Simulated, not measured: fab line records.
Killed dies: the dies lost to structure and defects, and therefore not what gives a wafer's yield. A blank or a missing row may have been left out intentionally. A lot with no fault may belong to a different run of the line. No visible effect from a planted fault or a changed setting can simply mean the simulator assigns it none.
Problem report in the 8D (eight disciplines) form, filled by code / flow sfq line / the parts of the form that need people (team, actions taken, sign-off) are left out

## 1. THE PROBLEM
Wafers without a fault read 79.15 W, standard deviation 0.069; heater power total W at SFQ_TRILAYER_M0_LITHO_PEB_024 reads a mean of 83.92 W on 6 wafers belonging to 2 lots. That puts it +69 standard deviations away from the usual mean.
The step: peb time 60 s.
First observed at day 12 00:28: wafer L734.3, on litho track-02. At this step, 18 wafers from 6 lots have a number in the record. By rule, "out" or "out of limits" means more than 4 standard deviations away from the usual mean. The other wafers with a number count as sound.

## 2. WHAT IT IS AND WHAT IT IS NOT
question=which readings at this step | is=heater power total W | is not=-
question=which lots | is=L734, L735 | is not=L720, L729, L737, L739
question=which wafers of those lots | is=all that have a number | is not=-
question=read on which tools | is=litho track-02 | is not=litho track-03, litho track-04
question=when | is=from day 12 00:28 | is not=up to then (6 sound wafers); but 6 sound wafers of L737, L739 came after

## 3. THE SUSPECTS, EACH WITH WHAT RULES IT OUT
Counting: a tool at a process step up to the reading stays a suspect if it ran every lot that is out and no sound lot after the first of them.
- pvd sputter-04 at SFQ_TRILAYER_M0_DEP_SPUTTER_019 (material Nb, target thk 200 nm, time 133.3 s): ruled out as a lasting fault. The sound lots L739 went through it after L734, its earliest lot that is out (day 10 02:05).
- litho track-02 at SFQ_TRILAYER_M0_LITHO_PEB_024 (peb time 60 s): kept. It processed each lot that is out, first L734 at day 12 00:28, and no sound lot thereafter; up to then, the last sound lot it processed was L729 at day 10 05:43. On those wafers its own readings are out: heater power total W.
The count leaves litho track-02 at SFQ_TRILAYER_M0_LITHO_PEB_024.

## 4. THE CAUSE (what the simulator had put in)
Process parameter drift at SFQ_TRILAYER_M0_LITHO_PEB_024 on litho track-02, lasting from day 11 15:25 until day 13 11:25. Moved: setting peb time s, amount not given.
Only this tool survived the counting.

## 5. THE EFFECT CHAIN, in route order
Rows list readings where the struck wafers' mean (over those with a number) sits beyond 3 standard deviations from the usual. Only readings whose record carries a usual standard deviation are examined. hours: median over the lots of the time between each lot's start at the first step of this table that gives one and its start at this step. sigmas: the change, counted in usual standard deviations.
hours=0; step=SFQ_TRILAYER_M0_LITHO_PEB_024; reading=heater power total W; usual=79.15 W; on struck wafers=83.92; change=+4.77; sigmas=+69
Here are the process steps it includes:
- SFQ_TRILAYER_M0_LITHO_PEB_024: peb time 60 s.
Later measuring or inspecting steps at which every struck wafer that the step has a row for has a number for every such reading, and none has moved that far: SFQ_M0_OVL_MEAS_906.

## 6. WHAT WOULD HAVE CAUGHT IT SOONER
In this record the first reading out of limits was taken at day 12 00:28, 9 hours after the fault began at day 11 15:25.
